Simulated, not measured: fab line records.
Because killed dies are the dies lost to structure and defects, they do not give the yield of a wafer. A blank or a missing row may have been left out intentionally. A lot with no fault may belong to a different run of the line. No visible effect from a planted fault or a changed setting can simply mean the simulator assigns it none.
fab line records	flow sky130
record: lots: 6	wafers: 18	last-day: 50
route steps=708 shown GATE_OXIDE@192 POLY_GATE@204 RES_PROTECT@206 PAD_OPEN@708
lots with no fault: from the same line, run without faults
start-h: hours from the record's opening day to when the first of the lot's shown wafers began	wait-h: hours elapsed since this lot's preceding step	" unchanged from the row above	L1.1+2: a row that stands for several wafers	- no value, or no start was given	* or withheld: withheld	< > ~ a bound
route shown NAME@n: NAME is a module with steps in the file, n the number in the route of the first one	usual: mean/standard deviation of fault-free wafers	same: alike in all rows	chamber/n: place in a boat	sites: each site's reading	_std_site: standard deviation across them	_edge_site: the outer-site mean with the inner-site mean subtracted	radius-mm: how far each site lies from the wafer's centre	mask NAME#n: copy n	behind: the tool/chamber that last shaped the wafer	hold: the reason the lot was held/the length of the hold in hours/how it ended	device: names the non-switching transistor (n, p or np)	end of line: the tests these same wafers got at the end of their route	where a step has no rows: the recipe by itself	killed: dies that structure and defects cost at the first sort, which is not the same as the wafer's yield	map: a wafer's dies, x killed, . not, _ none there
set.NAME: the setting that was run; set.NAME@STEP: the one run at that earlier step	model.NAME: the simulator's own value behind a step, which no gauge read
certain route steps with their lots: each step a table, each wafer a row
services: the hour from which a tool's chamber was out of use, counted from the record's first day as start-h (under 0 if before that day), plus the number of hours and why
== steps ==
step: SKY_GATE_OXIDE_COAT_05
recipe: resist: NOVOLAK	spin-rpm: 3000	resist-thk-nm: 1140
step: SKY_GATE_OXIDE_SOFTBAKE_06
recipe: temp-c: 90	time-s: 60	resist: NOVOLAK
step: SKY_GATE_OXIDE_EXPOSE_07
recipe: mask-id: LVOM	na: 0.6	source-shape: conventional	sigma-outer: 0.6	polarization: unpolarized	target-cd-nm: 600	dose-mj: 166.3
step: SKY_GATE_OXIDE_PEB_08
recipe: temp-c: withheld	time-s: *	resist: NOVOLAK
step: SKY_GATE_OXIDE_DEVELOP_09
recipe: resist: NOVOLAK	developer: TMAH	develop-time-s: 60	dev-temp-c: 23
step: SKY_GATE_OXIDE_OVL_MEAS_10
usual: GATE_OXIDE_OVL: 0.2/1.5
lot.wafer	tool	chamber	start-h	wait-h	GATE_OXIDE_OVL[nm]
L653.1	overlay-01	-	309.62	0.1	-1.1
L653.4	"	-	"	"	-0.7
L653.5	"	-	"	"	-0.5
L656.2	overlay-02	-	344.33	0.1	-2.5
L656.3	"	-	"	"	-2.0
L656.5	"	-	"	"	-2.2
L657.1	overlay-02	-	349.03	0.1	-2.2
L657.3	"	-	"	"	-0.4
L657.5	"	-	"	"	-0.6
L658.1	overlay-02	-	362.38	0.1	0.7
L658.2	"	-	"	"	1.0
L658.6	"	-	"	"	2.0
L668.1	overlay-01	-	438.18	0.1	1.1
L668.4	"	-	"	"	2.4
L668.6	"	-	"	"	2.7
L674.1	overlay-01	-	496.87	0.1	-0.4
L674.5	"	-	"	"	-0.4
L674.6	"	-	"	"	-1.7
step: SKY_GATE_OXIDE_IMPLANT_11
recipe: species: B	energy-kev: 10	dose-cm2: 2.6e+12	tilt-deg: withheld
step: SKY_GATE_OXIDE_WET_ETCH_12
recipe: chemistry: dHF	target-depth-nm: 16.8	dry: n2-spin	target: SiO2	dilution: 100:1	temp-c: 25	time-s: 336
step: SKY_GATE_OXIDE_STRIP_13
recipe: chemistry: O2/N2	power-w: 1400	pressure-mtorr: 1500	platen-temp-c: withheld	o2-flow-sccm: 3000	n2-flow-sccm: 300	overash-fraction: 0.5
usual: drypump-motor-current-A: 5.7/0.46	oes-product-au: 0.716/0.0045	strip-time-to-endpoint-s: 14.20/0.046
same: overash-fraction: 0.5
lot.wafer	tool	chamber	start-h	wait-h	drypump-motor-current-A	oes-product-au	rf-hours-counter-h	strip-time-to-endpoint-s
L653.1	plasma-asher-01	0	309.93	0.0	5.1	0.714	19	14.16
L653.4	"	1	"	"	5.6	0.718	-	14.13
L653.5	"	1	"	"	5.7	0.713	-	14.16
L656.2	plasma-asher-01	0	344.61	0.0	5.1	0.715	23	14.20
L656.3	"	0	"	"	5.0	0.708	-	14.20
L656.5	"	1	"	"	5.6	0.719	-	14.22
L657.1	plasma-asher-02	0	349.33	0.0	6.4	0.706	51	14.21
L657.3	"	1	"	"	5.8	0.719	-	14.19
L657.5	"	1	"	"	5.7	0.722	-	14.23
L658.1	plasma-asher-01	0	362.66	0.0	5.1	0.714	25	14.20
L658.2	"	1	"	"	5.6	0.709	25	14.17
L658.6	"	1	"	"	5.6	0.717	-	14.19
L668.1	plasma-asher-02	1	438.47	0.0	5.8	0.713	60	14.17
L668.4	"	1	"	"	5.8	0.705	-	14.13
L668.6	"	1	"	"	5.8	0.717	-	14.23
L674.1	plasma-asher-03	1	497.16	0.0	5.4	0.712	81	14.22
L674.5	"	1	"	"	5.4	0.716	-	14.20
L674.6	"	0	"	"	6.3	0.716	-	14.28
step: SKY_GATE_OXIDE_TW_MEAS_14
usual: GATE_OXIDE_TW: 224.0/1.4
lot.wafer	tool	chamber	start-h	wait-h	GATE_OXIDE_TW
L653.1	film-metro-03	-	310.03	0.1	224.0
L653.4	"	-	"	"	222.9
L653.5	"	-	"	"	222.0
L656.2	film-metro-01	-	344.72	0.1	224.8
L656.3	"	-	"	"	224.6
L656.5	"	-	"	"	225.9
L657.1	film-metro-03	-	349.43	0.1	224.7
L657.3	"	-	"	"	223.1
L657.5	"	-	"	"	223.6
L658.1	film-metro-02	-	362.76	0.1	225.0
L658.2	"	-	"	"	224.1
L658.6	"	-	"	"	224.7
L668.1	film-metro-02	-	438.57	0.1	224.6
L668.4	"	-	"	"	223.6
L668.6	"	-	"	"	223.9
L674.1	film-metro-03	-	497.26	0.1	221.6
L674.5	"	-	"	"	221.2
L674.6	"	-	"	"	220.4
step: SKY_GATE_OXIDE_CLEAN_15
recipe: chemistry: SC1/SC2	mix: 1:4:20	temp-c: 70	time-s: 150	dry: n2-spin
step: SKY_GATE_OXIDE_OXIDATION_16
recipe: temp-c: 800	ambient: O2	idle-temp-c: 700	ramp-up-c-per-min: 10	ramp-down-c-per-min: 3	stabilise-s: 600	purge-s: 300	target-thk-a: 35.7	ox-time-s: 1915
step: SKY_POLY_GATE_CVD_00
recipe: material: poly-Si	target-thk-nm: 180	temp-c: 620	time-s: 720	pressure-mtorr: 200
lot.wafer	tool	chamber	start-h	wait-h	model.poly-Si_of_POLY_GATE_CVD_00.thk-nm
L653.1	lpcvd-01	1	313.32	0.0	179.2
L653.4	"	1	"	"	179.5
L653.5	"	1	"	"	179.7
L656.2	lpcvd-01	1	347.49	0.0	181
L656.3	"	1	"	"	181.4
L656.5	"	1	"	"	181.5
L657.1	lpcvd-01	1	351.74	0.0	189.1
L657.3	"	1	"	"	190.1
L657.5	"	1	"	"	190
L658.1	lpcvd-01	1	364.41	0.0	186.5
L658.2	"	1	"	"	187.9
L658.6	"	1	"	"	186.7
L668.1	lpcvd-01	1	440.21	0.0	178.6
L668.4	"	1	"	"	178.7
L668.6	"	1	"	"	178
L674.1	lpcvd-01	1	498.90	0.0	179.5
L674.5+6	"	1	"	"	178.8
step: SKY_POLY_GATE_THK_MEAS_01
recipe: reads: poly-Si_of_POLY_GATE_CVD_00
usual: POLY_GATE_CVD_00_THK: 179.7/1.9
lot.wafer	tool	chamber	start-h	wait-h	POLY_GATE_CVD_00_THK[nm]
L653.1	film-metro-03	-	314.52	0.0	179.2
L653.4	"	-	"	"	179.4
L653.5	"	-	"	"	179.6
L656.2	film-metro-01	-	348.70	0.0	181.2
L656.3	"	-	"	"	181.4
L656.5	"	-	"	"	181.4
L657.1	film-metro-03	-	352.94	0.0	189.1
L657.3	"	-	"	"	190.1
L657.5	"	-	"	"	190.0
L658.1	film-metro-03	-	365.61	0.0	186.6
L658.2	"	-	"	"	187.8
L658.6	"	-	"	"	186.7
L668.1	film-metro-03	-	441.41	0.0	178.7
L668.4	"	-	"	"	178.7
L668.6	"	-	"	"	178.1
L674.1	film-metro-04	-	500.10	0.0	179.6
L674.5	"	-	"	"	178.8
L674.6	"	-	"	"	178.8
step: SKY_RES_PROTECT_DEHYDRATE_00
recipe: temp-c: 200	time-s: 60
step: SKY_RES_PROTECT_HMDS_01
recipe: prime-time-s: 60	prime-temp-c: 120
step: SKY_RES_PROTECT_COAT_02
recipe: resist: NOVOLAK	spin-rpm: 3000	resist-thk-nm: 1140
step: SKY_RES_PROTECT_SOFTBAKE_03
recipe: temp-c: 90	time-s: 60	resist: NOVOLAK
step: SKY_RES_PROTECT_EXPOSE_04
recipe: mask-id: RPM	na: 0.6	source-shape: conventional	sigma-outer: 0.6	polarization: unpolarized	target-cd-nm: 1270	dose-mj: 131
step: SKY_RES_PROTECT_PEB_05
recipe: temp-c: withheld	time-s: *	resist: NOVOLAK
step: SKY_RES_PROTECT_DEVELOP_06
recipe: resist: NOVOLAK	developer: TMAH	develop-time-s: 60	dev-temp-c: 23
step: SKY_POLY_GATE_IMPLANT_02
recipe: species: P	energy-kev: 30	dose-cm2: 7.7e+15	tilt-deg: 0
step: SKY_RES_PROTECT_STRIP_07
recipe: chemistry: O2/N2	power-w: 1400	pressure-mtorr: 1500	platen-temp-c: withheld	o2-flow-sccm: 3000	n2-flow-sccm: 300	overash-fraction: 0.5
usual: drypump-motor-current-A: 5.9/0.39	oes-product-au: 0.518/0.0047	strip-time-to-endpoint-s: 23.30/0.048
same: overash-fraction: 0.5
lot.wafer	tool	chamber	start-h	wait-h	drypump-motor-current-A	oes-product-au	rf-hours-counter-h	strip-time-to-endpoint-s
L653.1	plasma-asher-03	0	340.98	0.1	6.3	0.521	65	23.31
L653.4	"	1	"	"	5.4	0.518	-	23.29
L653.5	"	0	"	"	6.3	0.521	-	23.31
L656.2	plasma-asher-04	0	376.77	0.1	5.4	0.517	71	23.29
L656.3	"	0	"	"	5.4	0.528	-	23.22
L656.5	"	0	"	"	5.4	0.510	-	23.29
L657.1	plasma-asher-04	0	380.93	0.1	5.4	0.514	71	23.33
L657.3	"	1	"	"	5.8	0.517	-	23.37
L657.5	"	0	"	"	5.4	0.511	-	23.37
L658.1	plasma-asher-04	0	394.53	0.1	5.5	0.519	72	23.34
L658.2	"	1	"	"	5.8	0.515	72	23.27
L658.6	"	0	"	"	5.5	0.517	-	23.23
L668.1	plasma-asher-03	1	472.12	0.1	5.4	0.518	78	23.24
L668.4	"	0	"	"	6.3	0.511	-	23.26
L668.6	"	1	"	"	5.4	0.511	-	23.25
L674.1	plasma-asher-03	0	530.12	0.1	6.3	0.523	84	23.30
L674.5	"	1	"	"	5.4	0.517	-	23.33
L674.6	"	0	"	"	6.3	0.521	-	23.32
step: SKY_RES_PROTECT_TW_MEAS_08
usual: POLY_GATE_TW: 4028/22
lot.wafer	tool	chamber	start-h	wait-h	POLY_GATE_TW
L653.1	film-metro-02	-	341.08	0.1	4054
L653.4	"	-	"	"	4053
L653.5	"	-	"	"	4044
L656.2	film-metro-04	-	376.88	0.1	4036
L656.3	"	-	"	"	4029
L656.5	"	-	"	"	4006
L657.1	film-metro-04	-	381.03	0.1	4006
L657.3	"	-	"	"	4018
L657.5	"	-	"	"	4036
L658.1	film-metro-03	-	394.63	0.1	4040
L658.2	"	-	"	"	4025
L658.6	"	-	"	"	4023
L668.1	film-metro-02	-	472.22	0.1	4049
L668.4	"	-	"	"	4033
L668.6	"	-	"	"	4065
L674.1	film-metro-04	-	530.22	0.1	4046
L674.5	"	-	"	"	4066
L674.6	"	-	"	"	4046
step: SKY_RES_PROTECT_CLEAN_09
recipe: chemistry: SC1/SC2	mix: 1:4:20	temp-c: 70	time-s: 150	dry: n2-spin
usual: bath-guard-temp-C: 70.2/0.52
lot.wafer	tool	chamber	start-h	wait-h	bath-guard-temp-C	model.poly-Si_of_POLY_GATE_CVD_00.thk-nm
L653.1	wet-bench-02	0	341.14	0.1	70.8	178.6
L653.4	"	0	"	"	70.8	178.8
L653.5	"	0	"	"	70.6	179.1
L656.2	wet-bench-04	3	376.93	0.0	68.9	180.4
L656.3	"	3	"	"	69.0	180.8
L656.5	"	3	"	"	69.2	180.8
L657.1	wet-bench-02	0	381.09	0.1	70.9	188.4
L657.3	"	0	"	"	70.7	189.5
L657.5	"	0	"	"	70.6	189.3
L658.1	wet-bench-04	0	394.69	0.1	69.9	185.9
L658.2	"	0	"	"	69.8	187.2
L658.6	"	0	"	"	69.6	186.1
L668.1	wet-bench-04	2	472.28	0.1	70.6	178
L668.4	"	2	"	"	70.7	178.1
L668.6	"	2	"	"	70.8	177.4
L674.1	wet-bench-04	1	530.28	0.1	70.3	178.9
L674.5	"	1	"	"	70.4	178.2
L674.6	"	1	"	"	70.3	178.2
step: SKY_POLY_GATE_CVD_03
recipe: material: Si3N4	precursor: DCS/NH3	target-thk-nm: 75	temp-c: 770	time-s: 1290	pressure-mtorr: 250
step: SKY_PAD_OPEN_PROBE_99
lot.wafer	tool	chamber	start-h	wait-h	model.etest.res-poly.rs-ohm-sq
L653.1	prober-02	-	1075.55	0.1	48.74
L653.4	prober-02	-	1075.70	0.2	48.31
L653.5	prober-02	-	1075.75	0.2	48.91
L656.2	prober-01	-	1101.41	0.1	48.28
L656.3	prober-01	-	1101.46	0.2	47.94
L656.5	prober-01	-	1101.56	0.2	48.38
L657.1	prober-02	-	1106.97	0.1	47.16
L657.3	prober-02	-	1107.07	0.2	47.24
L657.5	prober-02	-	1107.17	0.2	47.36
L658.1	prober-01	-	1117.40	0.1	47.14
L658.2	prober-01	-	1117.45	0.1	47.97
L658.6	prober-01	-	1117.65	0.2	47.54
L668.1	prober-01	-	1162.97	0.1	49.02
L668.4	prober-01	-	1163.12	0.2	48.46
L668.6	prober-01	-	1163.22	0.2	48.78
L674.1	prober-01	-	1194.78	0.1	49.03
L674.5	prober-01	-	1194.98	0.2	48.9
L674.6	prober-01	-	1195.03	0.2	49.07
killed by level:class
L653.1 VIA1:geometric-particle:open=10 CONTACT:geometric-particle:open=8 LI_CONTACT:geometric-particle:open=7 VIA3:geometric-particle:open=7 FIELD_ISO:geometric-particle:short=6 VIA2:geometric-particle:open=6 METAL2:geometric-particle:short=5 POLY_GATE:geometric-particle:open=4
L653.4 VIA1:geometric-particle:open=15 CONTACT:geometric-particle:open=9 CONTACT:geometric-particle:short=7 VIA1:geometric-particle:short=7 LI_CONTACT:geometric-particle:short=6 METAL1:geometric-particle:short=5 POLY_GATE:geometric-particle:short=5 FIELD_ISO:geometric-particle:short=4
L653.5 CONTACT:geometric-particle:open=13 METAL1:geometric-particle:short=10 VIA1:geometric-particle:open=10 METAL2:geometric-particle:short=7 LI_CONTACT:geometric-particle:open=6 VIA1:geometric-particle:short=6 VIA2:geometric-particle:open=6 FIELD_ISO:geometric-particle:short=5
L656.2 VIA2:geometric-particle:open=10 CONTACT:geometric-particle:open=10 VIA3:geometric-particle:open=8 LI_CONTACT:geometric-particle:open=7 VIA1:geometric-particle:open=7 METAL2:geometric-particle:short=7 METAL1:geometric-particle:short=6 VIA1:geometric-particle:short=5
L656.3 VIA1:geometric-particle:open=16 VIA2:geometric-particle:open=9 POLY_GATE:geometric-particle:short=7 LI_CONTACT:geometric-particle:open=6 VIA3:geometric-particle:open=5 METAL1:geometric-particle:short=4 METAL1:geometric-particle:open=4 VIA2:geometric-particle:short=4
L656.5 CONTACT:geometric-particle:open=11 VIA3:geometric-particle:open=8 VIA1:geometric-particle:open=8 LI_CONTACT:geometric-particle:open=7 VIA2:geometric-particle:open=6 FIELD_ISO:geometric-particle:short=5 POLY_GATE:geometric-particle:short=4 VIA1:geometric-particle:short=4
L658.1 CONTACT:geometric-particle:short=8 CONTACT:geometric-particle:open=6 LI_CONTACT:geometric-particle:open=5 VIA1:geometric-particle:open=5 LI_CONTACT:geometric-particle:short=4 VIA2:geometric-particle:open=4 LOCAL_INTERCONNECT:geometric-particle:short=3 METAL1:geometric-particle:short=3
L658.2 CONTACT:geometric-particle:open=11 VIA1:geometric-particle:open=10 METAL2:geometric-particle:short=10 VIA2:geometric-particle:open=9 LI_CONTACT:geometric-particle:open=8 CONTACT:geometric-particle:short=5 VIA1:geometric-particle:short=5 VIA3:geometric-particle:open=5
L658.6 VIA2:geometric-particle:open=14 CONTACT:geometric-particle:open=10 LI_CONTACT:geometric-particle:short=6 METAL1:geometric-particle:short=6 VIA1:geometric-particle:open=6 VIA3:geometric-particle:open=6 CONTACT:geometric-particle:short=5 LI_CONTACT:geometric-particle:open=5
L668.1 VIA1:geometric-particle:open=11 LI_CONTACT:geometric-particle:open=8 METAL2:geometric-particle:short=8 CONTACT:geometric-particle:open=7 LI_CONTACT:geometric-particle:short=6 METAL1:geometric-particle:short=6 VIA1:geometric-particle:short=6 VIA3:geometric-particle:open=6
L668.4 VIA1:geometric-particle:open=14 CONTACT:geometric-particle:open=9 VIA2:geometric-particle:open=9 LOCAL_INTERCONNECT:geometric-particle:open=5 METAL1:geometric-particle:short=5 METAL2:geometric-particle:short=5 POLY_GATE:geometric-particle:open=4 LI_CONTACT:geometric-particle:open=4
L668.6 VIA1:geometric-particle:open=15 CONTACT:geometric-particle:open=9 VIA3:geometric-particle:open=7 METAL1:geometric-particle:short=6 VIA2:geometric-particle:open=6 FIELD_ISO:geometric-particle:open=5 METAL2:geometric-particle:short=5 POLY_GATE:geometric-particle:short=4
L674.1 CONTACT:geometric-particle:open=13 VIA1:geometric-particle:open=10 VIA3:geometric-particle:open=10 LI_CONTACT:geometric-particle:open=8 VIA2:geometric-particle:open=8 POLY_GATE:geometric-particle:short=6 VIA1:geometric-particle:short=6 LOCAL_INTERCONNECT:geometric-particle:short=5
L674.5 VIA2:geometric-particle:open=11 VIA1:geometric-particle:open=10 CONTACT:geometric-particle:open=9 METAL1:geometric-particle:short=8 LI_CONTACT:geometric-particle:open=6 VIA1:geometric-particle:short=6 CONTACT:geometric-particle:short=5 VIA3:geometric-particle:open=4
L674.6 VIA1:geometric-particle:open=10 VIA3:geometric-particle:open=8 LI_CONTACT:geometric-particle:open=7 VIA1:geometric-particle:short=7 CONTACT:geometric-particle:short=6 CONTACT:geometric-particle:open=6 VIA2:geometric-particle:open=6 POLY_GATE:geometric-particle:open=4
== services ==
tool	chamber	start-h	hours	kind
lpcvd-01	-	289.42	0.8	repair
plasma-asher-02	-	296.30	1.1	repair
plasma-asher-04	-	421.25	9.0	pm
plasma-asher-04	0	421.25	9.0	vent-cycle
plasma-asher-04	1	421.25	9.0	vent-cycle
wet-bench-02	-	427.62	5.6	repair
plasma-asher-04	0	430.25	-	clean
plasma-asher-04	1	430.25	-	clean
plasma-asher-01	-	464.44	0.6	repair
plasma-asher-02	-	490.29	15.6	pm
plasma-asher-02	-	519.09	1.8	repair
== key ==
first-sign: step: SKY_POLY_GATE_THK_MEAS_01	reading: POLY_GATE_CVD_00_THK	direction: up	sigmas: 4.7	usual: 179.7	struck: 188.4
effect none on later readings
model-effect: step: SKY_POLY_GATE_CVD_00	value: poly-Si_of_POLY_GATE_CVD_00.thk-nm	without: 180	struck: 188.4
model-effect: step: SKY_RES_PROTECT_CLEAN_09	value: poly-Si_of_POLY_GATE_CVD_00.thk-nm	without: 179.4	struck: 187.7
model-effect: step: SKY_PAD_OPEN_PROBE_99	value: etest.res-poly.rs-ohm-sq	without: 48.8	struck: 47.4
met-at SKY_POLY_GATE_CVD_00
struck-wafers L657.1,L657.3,L657.5,L658.1,L658.2,L658.6
sort-left-out L657.1,L657.3,L657.5
tester-left-out L657,L658
onset-between 347.49 351.74
fault: kind: process-parameter-drift	tool: lpcvd-01	chamber: 1	onset-h: 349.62	steps: SKY_POLY_GATE_CVD_00	channel: target-thk-nm	offset: 8.3689	shape: step	end-h: 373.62	stated: 180
tester-left-out: of these lots the tester's yield and bins aren't shown, on N5 and GAA mostly nor the transistor test; their killed dies are dies lost to structure and defects alone, not to doping, threshold or leakage, so they don't give the yield
sort-left-out: the simulated sort isn't trusted on such a fault, so these wafers' sort isn't shown, and their yield isn't known
